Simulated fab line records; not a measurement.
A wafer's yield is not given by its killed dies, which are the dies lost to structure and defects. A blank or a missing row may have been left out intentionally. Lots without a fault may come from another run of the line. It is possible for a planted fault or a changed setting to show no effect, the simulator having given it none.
fab line records	flow sky130
[record] lots = 11	wafers = 33	last_day = 50
route steps=708 shown POLY_CUT@318 SD_N@353 LI_CONTACT@385 VIA3@597
lots that met no fault: taken from a fault-free run of the same line
start_h: hours from the record's first day to the start of the lot's first wafer shown	wait_h: time in hours since the lot's previous step	" the same as in the row above	L1.1+2: several wafers, shown together as one row	- value missing, or start not given	* or withheld: withheld	< > ~ a bound
route shown NAME@n: NAME is a module with steps in the file, n the number in the route of the first one	usual: average and standard deviation across the fault-free wafers	same: alike in all rows	chamber/n: place in a boat	sites: readings site by site	_std_site: their standard deviation	_edge_site: mean of outer sites minus mean of inner sites	radius_mm: for every site, how far away it sits from the centre of the wafer	mask NAME#n: copy n	behind: the last tool/chamber to shape the wafer	hold: what put the lot on hold/how long, in hours/how the hold closed	device: the n, p or np transistor that did not switch	end of line: tests of these same wafers at the route's end	step lacking rows: just its recipe	killed: the dies lost at the first sort to structure and to defects; this is not the yield of the wafer	map: shows each die of a wafer: x if killed, . if not, _ if none is there
set.NAME: setting as actually run; set.NAME@STEP: the setting as run at that earlier step	model.NAME: the simulator's own value behind a step, which no gauge read
steps of the route over a sample of lots; a table a step, a row a wafer
services: from which hour (start_h, from the record's first day; less than 0 if before it) a tool's chamber was out of use, for how many hours, and why
[[steps]]
[step SKY_POLY_CUT_ETCH_11]
[recipe] target = Si3N4	chemistry = CF4/CH2F2/Ar	stop_on = poly-Si	source_w = 600	bias_w = 150	pressure_mtorr = 40	cf4_flow_sccm = 40	ch2f2_flow_sccm = 20	Ar_flow_sccm = 150	time_s = 42.5	target_depth_a = 600
[usual] drypump_motor_current_A = 5.7/0.61	oes_product_au = 0.830/0.0062	throttle_valve_pct = 14.995/0.0093
lot.wafer	tool	chamber	start_h	wait_h	drypump_motor_current_A	oes_product_au	rf_hours_counter_h	throttle_valve_pct
L133.1	rie_diel-04	1	559.64	0.0	5.2	0.847	3	14.994
L133.4	"	3	"	"	5.0	0.827	62	15.000
L133.6	"	2	"	"	5.6	0.829	-	14.975
L136.3	rie_diel-04	3	587.74	0.0	5.0	0.830	63	14.994
L136.4	"	1	"	"	5.1	0.825	4	14.997
L136.6	"	0	"	"	6.8	0.833	-	14.992
L138.1	rie_diel-04	3	606.84	0.0	5.0	0.834	64	14.998
L138.3	"	0	"	"	6.8	0.833	0	15.010
L138.6	"	2	"	"	5.6	0.831	-	14.998
L140.2	rie_diel-02	1	616.97	0.0	4.7	0.826	6	14.995
L140.4	"	0	"	"	5.8	0.827	57	14.991
L140.6	"	0	"	"	5.8	0.822	-	15.004
L142.2	rie_diel-01	2	630.04	0.0	5.5	0.825	6	14.998
L142.4	"	1	"	"	5.6	0.838	3	14.987
L142.5	"	3	"	"	5.3	0.843	-	14.990
L143.1	rie_diel-04	3	639.72	0.0	5.0	0.833	64	14.980
L143.2	"	2	"	"	5.6	0.837	15	15.006
L143.4	"	0	"	"	6.8	0.829	1	15.001
L144.3	rie_diel-01	3	648.49	0.0	5.4	0.827	7	14.977
L144.4	"	1	"	"	5.6	0.832	4	15.005
L144.5	"	3	"	"	5.4	0.834	-	14.993
L152.1	rie_diel-04	2	713.62	0.0	5.6	0.817	18	15.002
L152.3	"	1	"	"	5.2	0.828	7	14.986
L152.4	"	2	"	"	5.6	0.838	-	14.978
L153.1	rie_diel-04	2	721.57	0.0	5.6	0.829	18	14.988
L153.2	"	3	"	"	5.0	0.824	1	15.000
L153.4	"	0	"	"	6.8	0.831	3	14.994
L154.1	rie_diel-02	2	730.09	0.0	6.2	0.821	10	14.979
L154.4	"	1	"	"	4.8	0.826	9	14.986
L154.5	"	1	"	"	4.8	0.822	-	14.994
L156.2	rie_diel-02	0	744.12	0.0	5.8	0.837	1	14.966
L156.4	"	3	"	"	5.9	0.831	12	14.991
L156.5	"	0	"	"	5.8	0.832	-	14.997
[step SKY_SD_N_STRIP_11]
[recipe] chemistry = O2/N2	power_w = 1400	pressure_mtorr = 1500	platen_temp_c = withheld	o2_flow_sccm = 3000	n2_flow_sccm = 300	overash_fraction = 0.5
[usual] drypump_motor_current_A = 5.55/0.19	o2_flow_sccm = 3001/8.1	oes_product_au = 0.527/0.0045	strip_time_to_endpoint_s = 22.56/0.045
lot.wafer	tool	chamber	start_h	wait_h	drypump_motor_current_A	o2_flow_sccm	oes_product_au	rf_hours_counter_h	strip_time_to_endpoint_s
L133.1	plasma_asher-01	1	646.77	0.1	5.95	3000	0.521	98	22.53
L133.4	"	0	"	"	5.45	2983	0.524	-	22.59
L133.6	"	1	"	"	5.95	3008	0.534	-	22.59
L136.3	plasma_asher-02	0	674.48	0.1	5.32	2992	0.532	-	22.51
L136.4	"	1	"	"	5.60	3011	0.519	-	22.51
L136.6	"	0	"	"	5.33	2995	0.522	-	22.52
L138.1	plasma_asher-02	1	692.88	0.1	5.60	3013	0.525	87	22.46
L138.3	"	0	"	"	5.36	3002	0.524	-	22.44
L138.6	"	1	"	"	5.59	3001	0.525	-	22.49
L140.2	plasma_asher-04	0	702.63	0.1	5.69	3012	0.521	59	22.53
L140.4	"	0	"	"	5.67	2984	0.526	-	22.52
L140.6	"	0	"	"	5.69	2997	0.523	-	22.53
L142.2	plasma_asher-01	1	714.78	0.1	5.91	2989	0.530	105	22.55
L142.4	"	1	"	"	5.97	3003	0.532	-	22.59
L142.5	"	1	"	"	5.92	2985	0.516	-	22.54
L143.1	plasma_asher-02	0	724.10	0.1	5.36	3016	0.516	91	22.59
L143.2	"	1	"	"	5.61	2995	0.531	91	22.58
L143.4	"	1	"	"	5.60	3009	0.528	-	22.59
L144.3	plasma_asher-04	1	732.68	0.1	5.42	3011	0.526	-	22.56
L144.4	"	0	"	"	5.69	2996	0.532	-	22.60
L144.5	"	1	"	"	5.43	3010	0.524	-	22.63
L152.1	plasma_asher-02	1	792.83	0.1	5.60	3007	0.533	98	22.57
L152.3	"	1	"	"	5.60	3004	0.526	-	22.57
L152.4	"	0	"	"	5.37	3003	0.523	-	22.57
L153.1	plasma_asher-02	1	803.03	0.1	5.59	2996	0.529	99	22.55
L153.2	"	0	"	"	5.33	3007	0.534	99	22.55
L153.4	"	1	"	"	5.59	3004	0.530	-	22.55
L154.1	plasma_asher-02	1	811.48	0.1	5.61	2994	0.521	99	22.54
L154.4	"	1	"	"	5.59	2998	0.526	-	22.57
L154.5	"	1	"	"	5.60	2994	0.524	-	22.56
L156.2	plasma_asher-01	1	824.83	0.1	5.93	3000	0.532	8	22.66
L156.4	"	1	"	"	5.92	2997	0.529	-	22.65
L156.5	"	0	"	"	5.48	3016	0.526	-	22.61
[step SKY_LI_CONTACT_THK_MEAS_23]
[recipe] thk_meas_gauge = xrf	reads = W_of_LI_CONTACT_CVD_21
[usual] LI_CONTACT_W_THK = 393/5.8
lot.wafer	tool	chamber	start_h	wait_h	LI_CONTACT_W_THK[nm]
L133.1	film_metro-03	-	676.80	0.1	398
L133.4	"	-	"	"	396
L133.6	"	-	"	"	397
L136.3	film_metro-03	-	704.57	0.1	392
L136.4	"	-	"	"	390
L136.6	"	-	"	"	390
L138.1	film_metro-04	-	723.20	0.1	386
L138.3	"	-	"	"	397
L138.6	"	-	"	"	385
L140.2	film_metro-04	-	732.21	0.1	386
L140.4	"	-	"	"	398
L140.6	"	-	"	"	396
L142.2	film_metro-03	-	744.54	0.1	394
L142.4	"	-	"	"	394
L142.5	"	-	"	"	401
L143.1	film_metro-04	-	753.70	0.1	391
L143.2	"	-	"	"	387
L143.4	"	-	"	"	397
L144.3	film_metro-02	-	762.10	0.1	390
L144.4	"	-	"	"	391
L144.5	"	-	"	"	392
L152.1	film_metro-04	-	821.65	0.1	396
L152.3	"	-	"	"	397
L152.4	"	-	"	"	398
L153.1	film_metro-04	-	831.60	0.1	387
L153.2	"	-	"	"	395
L153.4	"	-	"	"	385
L154.1	film_metro-02	-	840.00	0.1	395
L154.4	"	-	"	"	395
L154.5	"	-	"	"	392
L156.2	film_metro-04	-	852.57	0.1	386
L156.4	"	-	"	"	395
L156.5	"	-	"	"	392
[step SKY_VIA3_CMP_24]
[recipe] stop_on = SiO2	t_overpolish_s = 20	down_force_psi = 3.5	platen_rpm = 60	target_thk_nm = 0	pad_velocity_m_s = 0.94248
[usual] motor_current_A = 11.4/1.4	overpolish_run_s = 20.000/0.0087	platen_rpm = 60.00/0.035	time_to_endpoint_s = 95/3.8
lot.wafer	tool	chamber	start_h	wait_h	motor_current_A	overpolish_run_s	platen_rpm	time_to_endpoint_s
L133.1	cmp-02	2	928.71	0.1	11.7	19.995	59.99	86
L133.4	"	3	"	"	14.5	20.000	59.94	90
L133.6	"	2	"	"	12.0	19.995	59.99	85
L136.3	cmp-02	3	953.46	0.1	14.1	19.995	60.08	94
L136.4	"	1	"	"	10.0	20.003	60.01	91
L136.6	"	3	"	"	13.9	20.014	60.04	92
L138.3	cmp-02	3	969.10	0.1	13.6	20.006	59.97	95
L138.1	"	1	"	"	10.8	19.988	60.05	95
L138.6	"	0	"	"	12.4	20.004	59.99	97
L140.2	cmp-01	3	976.10	0.1	10.1	20.007	60.04	96
L140.4	"	1	"	"	10.6	19.998	60.01	92
L140.6	"	2	"	"	10.3	19.985	60.07	92
L142.2	cmp-02	0	987.91	0.0	12.3	20.012	59.95	95
L142.4	"	2	"	"	12.1	20.000	60.03	90
L142.5	"	1	"	"	10.9	19.988	59.98	94
L143.4	cmp-02	0	998.11	0.0	12.1	19.998	65.97	86
L143.1	"	1	"	"	10.6	19.994	59.99	94
L143.2	"	2	"	"	12.2	20.000	59.99	91
L144.4	cmp-02	2	1004.81	0.1	12.1	20.013	60.03	93
L144.3	"	0	"	"	13.4	20.003	66.00	94
L144.5	"	1	"	"	10.1	19.998	59.97	99
L152.4	cmp-01	1	1052.55	0.0	11.0	20.011	60.02	96
L152.1	"	3	"	"	9.6	20.011	60.03	93
L152.3	"	0	"	"	11.4	20.007	59.98	93
L153.2	cmp-01	0	1062.39	0.0	10.3	19.997	59.98	91
L153.4	"	1	"	"	11.2	20.014	59.98	94
L153.1	"	3	"	"	9.1	19.981	59.98	95
L154.1	cmp-01	1	1071.40	0.1	10.8	19.990	60.02	99
L154.4	"	2	"	"	9.8	19.995	59.99	92
L154.5	"	0	"	"	11.5	20.020	60.05	93
L156.4	cmp-02	3	1081.90	0.1	14.3	20.004	60.02	98
L156.2	"	1	"	"	10.8	20.013	59.99	95
L156.5	"	2	"	"	12.0	19.989	59.94	88
[[services]]
tool	chamber	start_h	hours	kind
cmp-02	-	550.71	1.9	repair
cmp-02	-	566.40	0.3	repair
cmp-02	-	572.02	4.0	pm
cmp-02	-	576.02	4.5	pm
plasma_asher-02	-	602.70	2.5	repair
rie_diel-04	-	614.57	4.3	pm
cmp-02	-	624.87	2.2	repair
cmp-02	-	631.97	1.9	repair
cmp-02	-	654.00	3.6	repair
rie_diel-04	1	673.39	27.4	repair
cmp-02	-	675.95	2.1	repair
cmp-02	-	689.82	7.6	pm
cmp-02	-	705.61	0.2	repair
rie_diel-04	3	712.88	3.7	repair
cmp-02	-	754.97	1.1	repair
cmp-02	-	755.76	4.1	repair
plasma_asher-02	-	778.73	3.8	repair
rie_diel-04	-	852.17	2.8	pm
rie_diel-04	1	857.42	30.1	repair
cmp-02	-	912.02	4.0	pm
cmp-02	-	917.17	0.5	repair
cmp-02	-	941.99	5.3	pm
cmp-02	-	973.02	6.3	pm
cmp-02	-	1006.54	0.9	repair
[[key]]
[first_sign] step = SKY_VIA3_CMP_24	reading = platen_rpm	direction = up	sigmas = 99+	usual = 60.00	struck = 65.98
effect none on later readings
met_at SKY_VIA3_CMP_24
struck_lots L143,L144
struck_wafers L143.4,L144.3
not_acting_at SKY_POLY_CUT_ETCH_11,SKY_SD_N_STRIP_11,SKY_LI_CONTACT_THK_MEAS_23
onset_between 987.91 998.11
[fault] kind = process_parameter_drift	tool = cmp-02	chamber = 0	onset_h = 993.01	steps = SKY_VIA3_CMP_24	channel = platen_rpm	offset = 6	shape = step	end_h = 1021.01	acts_in = these_recipes_only	stated = 60
